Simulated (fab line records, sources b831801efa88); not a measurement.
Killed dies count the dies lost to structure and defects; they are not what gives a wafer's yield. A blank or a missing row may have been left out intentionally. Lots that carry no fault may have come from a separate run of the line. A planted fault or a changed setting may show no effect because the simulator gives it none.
Problem report in the 8D (eight disciplines) form, filled by code	flow gf180mcu	the parts of the form that need people (team, actions taken, sign-off) are left out

## 1. PROBLEM STATEMENT
Wafers without a fault read 0.941 a.u., standard deviation 0.0058; oes_product_au at GF_MIM_METAL_ETCH_19 reads a mean of 0.911 a.u. on 3 wafers belonging to 3 lots. Measured from the usual mean, that is -5.2 standard deviations.
The step: etches the open film in Cl2/BCl3, stops on Si3N4, target depth 324.5 nm, time 54.1 s.
Seen first at day 26 07:19 on rie_metal-03, wafer L635.2. The record holds 35 wafers of 12 lots with a number at this step. Rule for "out", or "out of limits": more than 4 standard deviations from the usual mean. All remaining wafers that have a number are taken as sound.

## 2. WHAT IT IS, WHAT IT ISN'T
question	is	is not
which readings at this step	oes_product_au	drypump_motor_current_A, rf_fwd_power_W
which lots	L635, L637, L640	L634, L645, L646, L647, L649, L650, L652, L653, L656
which wafers of those lots	L635.2, L637.3, L640.3	L635.5, L637.4, L637.5, L640.4, L640.6
read on which tools	rie_metal-03, rie_metal-04	-
when	from day 26 07:19	up to then (4 sound wafers); but 28 sound wafers of L637, L640, L645, L646, L647, L649, L650, L652, L653, L656 came after

## 3. WHAT RULES OUT EACH SUSPECT
Counting: a tool at a process step up to the reading stays a suspect if it ran every lot that is out. Sound lots after the first of them don't rule it out here, since some wafers of a struck lot are sound.
- pvd_sputter-01 at GF_MIM_SPUTTER_08 (material AlCu, target thk 200 nm, time 10.6 s): kept. It processed each lot that is out (first: L635, day 25 10:10); up to then, its last sound lot is L634 (day 24 18:58).
- pvd_sputter-01 at GF_MIM_SPUTTER_09 (material TiN, target thk 35 nm, time 29.2 s): kept. It processed each lot that is out (first: L635, day 25 10:11); up to then, its last sound lot is L634 (day 24 19:00).
After counting, pvd_sputter-01 at GF_MIM_SPUTTER_08 and pvd_sputter-01 at GF_MIM_SPUTTER_09 remain.

## 4. THE CAUSE (what the simulator had put in)
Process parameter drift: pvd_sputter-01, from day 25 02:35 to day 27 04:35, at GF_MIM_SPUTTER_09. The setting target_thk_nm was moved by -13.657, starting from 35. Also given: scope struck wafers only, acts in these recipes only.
After counting, 2 suspects remain, this tool included.

## 5. THE EFFECT CHAIN, in route order
Each row: a reading whose mean over the struck wafers that have a number lies more than 3 standard deviations from the usual. Only readings for which the record gives a usual standard deviation are gone through. hours: the time from each lot's start at the first step in this table that gives one to its start at this step, as a median over the lots. sigmas: the change in usual standard deviations.
hours	step	reading	usual	on struck wafers	change	sigmas
0	GF_MIM_METAL_ETCH_19	oes_product_au	0.941 a.u.	0.911	-0.030	-5.2
0	GF_MIM_METAL_ETCH_19	throttle_valve_pct	28.285 %	28.316	+0.031	+3.1
It contains these process steps:
- GF_MIM_METAL_ETCH_19: etches the open film in Cl2/BCl3, stops on Si3N4, target depth 324.5 nm, time 54.1 s.

## 6. WHAT WOULD HAVE CAUGHT IT SOONER
29 hours passed between the start of the fault at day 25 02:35 and the first reading out of limits in this record, taken at day 26 07:19.
An alarm limit of 4 standard deviations would not have fired on the tool readings at GF_MIM_SPUTTER_09 for which the record gives a usual standard deviation, since none of them was out on any struck wafer.
Lots out: 3; of these, L640 started GF_MIM_SPUTTER_09 on pvd_sputter-01 after day 26 07:19. Putting the tool on hold at that point would have spared it.
